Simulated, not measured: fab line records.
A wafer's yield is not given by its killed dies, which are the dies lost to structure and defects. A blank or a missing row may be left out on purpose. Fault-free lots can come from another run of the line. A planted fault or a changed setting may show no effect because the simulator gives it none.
The same fault as seen by 2 desks    flow gf180mcu    numbers are kept per desk, each desk with only its own; the story behind them comes last

== THE TOOL OWNER'S DESK: implanter-01 ==
GF_HV_LDD_IMPLANT_21, tool's own readings: per-lot mean of the sampled wafers with a number, covering each lot this tool ran. The brackets show how far a lot's mean lies from the usual mean; more than 4 standard deviations puts the lot out of limits, marked OUT.
Columns: A = dose-ions-cm2 at GF_HV_LDD_IMPLANT_21, usual 5.001e+13; B = faraday-current-uA at GF_HV_LDD_IMPLANT_21, usual 282
lot   first seen here  A                            B
L703  day 10 21:19     5.002e+13                    284
L706  day 11 15:11     5.001e+13                    282
L710  day 13 06:14     5.005e+13                    280
L715  day 14 15:23     3.363e+13 (-99 or more) OUT  189 (-16) OUT
L716  day 14 21:31     3.363e+13 (-99 or more) OUT  195 (-15) OUT
L718  day 15 09:32     3.357e+13 (-99 or more) OUT  189 (-16) OUT
This desk's verdict: out of limits on L715, L716, L718, starting with L715 at day 14 15:23 (dose-ions-cm2 at GF_HV_LDD_IMPLANT_21). L703, L706, L710 stayed within limits.

== METROLOGY DESK ==
Lot by lot, what the gauges showed, no matter which tool ran the lot: averages of those sampled wafers that carry a number. The brackets show how far a lot's mean lies from the usual mean; more than 4 standard deviations puts the lot out of limits, marked OUT.
Columns: A = STI_OXIDATION_THK at GF_STI_THK_MEAS_02, usual 10.41 nm; B = HV_LDD_2_TW at GF_HV_LDD_TW_MEAS_23, usual 1058
lot   first seen here  A      B
L703  day 1 11:31      10.53  1067
L706  day 2 02:31      10.66  1049
L707  day 2 08:20      10.56  1068
L708  day 2 12:31      10.58  1043
L710  day 2 22:34      10.20  1044
L715  day 3 23:51      10.00  933 (-13) OUT
L716  day 4 04:31      10.58  938 (-13) OUT
L718  day 4 14:31      10.38  926 (-14) OUT
L721  day 5 05:31      10.09  1053
L722  day 5 10:31      10.75  1050
L723  day 5 15:31      10.23  1071
L725  day 6 01:34      10.23  1053
L726  day 6 06:50      10.31  1068
This desk's result: L715, L716, L718 out of limits, first on L715 (HV_LDD_2_TW at GF_HV_LDD_TW_MEAS_23), day 14 15:38. L703, L706, L707, L708, L710, L721, L722, L723, L725, L726 stayed within limits.

== BROUGHT TOGETHER ==
On L715, L716, L718, at day 14 15:23, an alarm was possible from the tool owner's desk.
An alarm was possible from the metrology desk at day 14 15:38, on L715, L716, L718.
The lots listed all ran GF_HV_LDD_IMPLANT_21 on implanter-01.

== WHAT THE SIMULATOR PUT IN ==
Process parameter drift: implanter-01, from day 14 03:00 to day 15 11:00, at GF_HV_LDD_IMPLANT_21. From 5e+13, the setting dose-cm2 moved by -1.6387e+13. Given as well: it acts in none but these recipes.
Lots struck among those shown: L715, L716, L718.
Counting hours from when the fault started, the first reading out of limits came at 12 for the tool owner's desk and at 13 for the metrology desk.
